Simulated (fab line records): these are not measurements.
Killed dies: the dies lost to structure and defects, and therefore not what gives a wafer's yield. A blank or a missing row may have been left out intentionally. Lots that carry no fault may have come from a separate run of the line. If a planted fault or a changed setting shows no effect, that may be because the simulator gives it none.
Commonality check across tools -- flow sky130 -- Lots sampled 12, wafers sampled 36

== WHY IT WAS OPENED ==
Of 12 lots, 2 have the reading VT_ADJUST_HVTP_TW flagged at SKY_VT_ADJUST_HVTP_TW_MEAS_11. No-fault wafers: 1351, standard deviation 8.6.
Rule: flag the lot when none of its wafers has a number, or when each of its wafers that has one lies beyond 4 standard deviations from that mean. All remaining lots are regarded as sound.

lot,measured,on,"VT_ADJUST_HVTP_TW, wafer by wafer",flag
L282,day 6 14:10,filmMetro-01,1345 1348 1338,
L283,day 6 21:19,filmMetro-02,1344 1343 1348,
L284,day 7 04:02,filmMetro-03,1355 1349 1348,
L285,day 7 13:00,filmMetro-01,1344 1339 1338,
L286,day 7 14:42,filmMetro-03,1350 1346 1344,
L294,day 9 15:21,filmMetro-02,1308 1306 1313,FLAGGED
L295,day 9 22:57,filmMetro-02,1306 1305 1308,FLAGGED
L297,day 10 23:41,filmMetro-02,1354 1365 1368,
L299,day 11 02:38,filmMetro-03,1365 1359 1363,
L300,day 11 07:53,filmMetro-03,1361 1359 1359,
L301,day 11 16:19,filmMetro-03,1367 1352 1360,
L302,day 11 23:32,filmMetro-03,1353 1365 1360,
On average the flagged lots' numbers are 1308, which is -43 against the usual, or -5 standard deviations.

== WHICH TOOL RAN EACH LOT ==
The record holds 2 process steps before the reading, out of a route of 708 steps. Read each cell as the tool, then ch plus the chambers that the sampled wafers visited, then the start.
lot,flag,SKY_FIELD_ISO_CMP_27,SKY_VT_ADJUST_HVTP_IMPLANT_09
L282,,"cmp-01 ch 0,2,3, day 2 19:26","implanter-01 ch 0, day 6 13:56"
L283,,"cmp-01 ch 1,2, day 3 01:08","implanter-03 ch 0, day 6 21:04"
L284,,"cmp-02 ch 1,2, day 3 06:40","implanter-01 ch 0, day 7 03:50"
L285,,"cmp-02 ch 1,2, day 3 13:26","implanter-04 ch 0, day 7 12:45"
L286,,"cmp-02 ch 0,1,2, day 3 17:33","implanter-01 ch 0, day 7 14:29"
L294,FLAGGED,"cmp-02 ch 0,2, day 5 10:04","implanter-04 ch 0, day 9 15:06"
L295,FLAGGED,"cmp-02 ch 1,2,3, day 5 15:20","implanter-04 ch 0, day 9 22:42"
L297,,"cmp-02 ch 0,1,2, day 6 09:36","implanter-03 ch 0, day 10 23:20"
L299,,"cmp-02 ch 1,2,3, day 6 12:24","implanter-03 ch 0, day 11 02:24"
L300,,"cmp-02 ch 1,2, day 6 18:26","implanter-03 ch 0, day 11 07:41"
L301,,"cmp-02 ch 0,1, day 6 23:38","implanter-03 ch 0, day 11 16:04"
L302,,"cmp-02 ch 0,2,3, day 7 06:19","implanter-01 ch 0, day 11 23:17"
What the steps here do:
- SKY_FIELD_ISO_CMP_27: polishes, stops on Si3N4, t overpolish 16 s, target thk 457.8 nm.
- SKY_VT_ADJUST_HVTP_IMPLANT_09
- SKY_VT_ADJUST_HVTP_TW_MEAS_11

== FLAGGED AGAINST TOTAL, ONE TOOL AT A TIME (gauges that did the reading follow at the end) ==
step,tool,lots run,flagged,share of the flagged lots,sound lots run after its first flagged lot
SKY_FIELD_ISO_CMP_27,cmp-01,2,0,none,-
SKY_FIELD_ISO_CMP_27,cmp-02,10,2,all,"5 (L297,L299,L300,L301,L302)"
SKY_VT_ADJUST_HVTP_IMPLANT_09,implanter-01,4,0,none,-
SKY_VT_ADJUST_HVTP_IMPLANT_09,implanter-03,5,0,none,-
SKY_VT_ADJUST_HVTP_IMPLANT_09,implanter-04,3,2,all,0
SKY_VT_ADJUST_HVTP_TW_MEAS_11,filmMetro-01,2,0,none,-
SKY_VT_ADJUST_HVTP_TW_MEAS_11,filmMetro-02,4,2,all,1 (L297)
SKY_VT_ADJUST_HVTP_TW_MEAS_11,filmMetro-03,6,0,none,-

== WHAT THE TABLE ALLOWS ==
cmp-02 at SKY_FIELD_ISO_CMP_27, implanter-04 at SKY_VT_ADJUST_HVTP_IMPLANT_09 and filmMetro-02 at SKY_VT_ADJUST_HVTP_TW_MEAS_11: these 3 rows of the table ran every flagged lot.
- cmp-02 at SKY_FIELD_ISO_CMP_27 ran 10 lots, 2 of them flagged. Sound lots ran on it after the first flagged one (L297, L299, L300, L301, L302), which a lasting fault on the whole tool wouldn't allow.
- implanter-04 at SKY_VT_ADJUST_HVTP_IMPLANT_09 ran 3 lots, 2 of them flagged. Last sound lot L285 at day 7 12:45, first flagged lot L294 at day 9 15:06; a fault beginning in between fits. Its own readings (beamEnergyKeV) fall more than 4 standard deviations out on all wafers of the flagged lots.
- filmMetro-02 at SKY_VT_ADJUST_HVTP_TW_MEAS_11 ran 4 lots, 2 of them flagged. Sound lots ran on it after the first flagged one (L297), which a lasting fault on the whole tool wouldn't allow.
Left over: one tool, implanter-04 at SKY_VT_ADJUST_HVTP_IMPLANT_09.

== WHAT THE SIMULATOR HAD INSERTED ==
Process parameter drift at SKY_VT_ADJUST_HVTP_IMPLANT_09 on implanter-04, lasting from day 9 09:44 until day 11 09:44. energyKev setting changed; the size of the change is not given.
Lots struck among those shown: L294, L295. The rule above reached the same finding.
